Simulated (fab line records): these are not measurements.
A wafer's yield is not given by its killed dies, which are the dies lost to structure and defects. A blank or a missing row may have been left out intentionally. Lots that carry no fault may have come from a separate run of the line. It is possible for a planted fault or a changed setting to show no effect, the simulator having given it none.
Problem report, 8D (eight disciplines) form, completed by code || flow gf180mcu || the parts of the form that need people (team, actions taken, sign-off) are left out

## 1. WHAT WENT WRONG
At GF_V1_CD_MEAS_14, cd nm averages 231.3 nm over 9 wafers from 3 lots, while fault-free wafers read 260.3 nm, standard deviation 1.3. Relative to the usual mean, that is a shift of -22 standard deviations.
The step: target cd 260 nm.
First observed at day 22 06:24: wafer L233.2, on cd sem-01. At this step, 45 wafers from 15 lots have a number in the record. The rule behind "out" and "out of limits": a value lying over 4 standard deviations away from the usual mean. The other wafers with a number count as sound.

## 2. WHAT THIS IS AND IS NOT
{"question": "which readings at this step", "is": "cd nm", "is not": "-"}
{"question": "which lots", "is": "L233, L234, L235", "is not": "L224, L225, L226, L227, L228, L229, L230, L231, L242, L244, L245, L246"}
{"question": "which wafers of those lots", "is": "all that have a number", "is not": "-"}
{"question": "read on which gauges", "is": "cd sem-01", "is not": "cd sem-02"}
{"question": "when", "is": "from day 22 06:24", "is not": "up to then (24 sound wafers); but 12 sound wafers of L242, L244, L245, L246 came after"}

## 3. SUSPECTS, AND WHAT RULES EACH OUT
Counting: a tool at any process step up to the reading remains a suspect when it ran all the lots that are out and ran no sound lot after the first of those.
- the gauge at GF_V1_CD_MEAS_14: ruled out. All the wafers that are out were read on cd sem-01, but those of them that GF_V1_SOFTBAKE_10 has rows for are out there too, on other tools.
- litho track-03 at GF_V1_SOFTBAKE_10 (time 60 s): kept. Every lot that is out went through it, starting with L233 (day 21 18:00), and after that it ran no sound lot; the last sound lot it ran before then is L231 (day 21 00:00). On those wafers its own readings are out: heater power total W, plate temp C.
Left after counting: litho track-03 at GF_V1_SOFTBAKE_10.

## 4. THE CAUSE (what the simulator had put in)
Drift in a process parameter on litho track-03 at GF_V1_SOFTBAKE_10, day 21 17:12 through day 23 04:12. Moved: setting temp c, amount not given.
Counting left only this tool.

## 5. THE CHAIN OF EFFECTS, in route order
One row per reading whose mean, taken over the struck wafers that have a number, lies over 3 standard deviations from the usual. Only readings whose record carries a usual standard deviation are examined. hours: median over the lots of the time between each lot's start at the first step of this table that gives one and its start at this step. sigmas: the change, counted in usual standard deviations.
{"hours": 0, "step": "GF_V1_SOFTBAKE_10", "reading": "heater power total W", "usual": "93.05 W", "on struck wafers": 77.98, "change": -15.07, "sigmas": "-99 or more"}
{"hours": 0, "step": "GF_V1_SOFTBAKE_10", "reading": "plate temp C", "usual": "129.97 C", "on struck wafers": 113.67, "change": -16.30, "sigmas": "-99 or more"}
{"hours": 12, "step": "GF_V1_CD_MEAS_14", "reading": "cd nm", "usual": "260.3 nm", "on struck wafers": 231.3, "change": -29.0, "sigmas": -22}
Here are the process steps it includes:
- GF_V1_SOFTBAKE_10: time 60 s.
Later steps that measure or inspect, where all struck wafers having a row at the step show a number for every such reading and not one has moved that far: GF_V1_OVL_MEAS_15.

## 6. WHAT WOULD HAVE CAUGHT IT SOONER
The first out-of-limits reading at a measuring or inspecting step in this record came at day 22 06:24, 13 hours after the fault's start at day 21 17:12.
Tool's own readings at GF_V1_SOFTBAKE_10, heater power total W, plate temp C: out on all struck wafers the step has rows for; an alarm limit on them would have tripped on the first.
All the lots that are out (3) had begun GF_V1_SOFTBAKE_10 on litho track-03 by day 22 06:24. Tool hold at that time: it would have spared none of them.
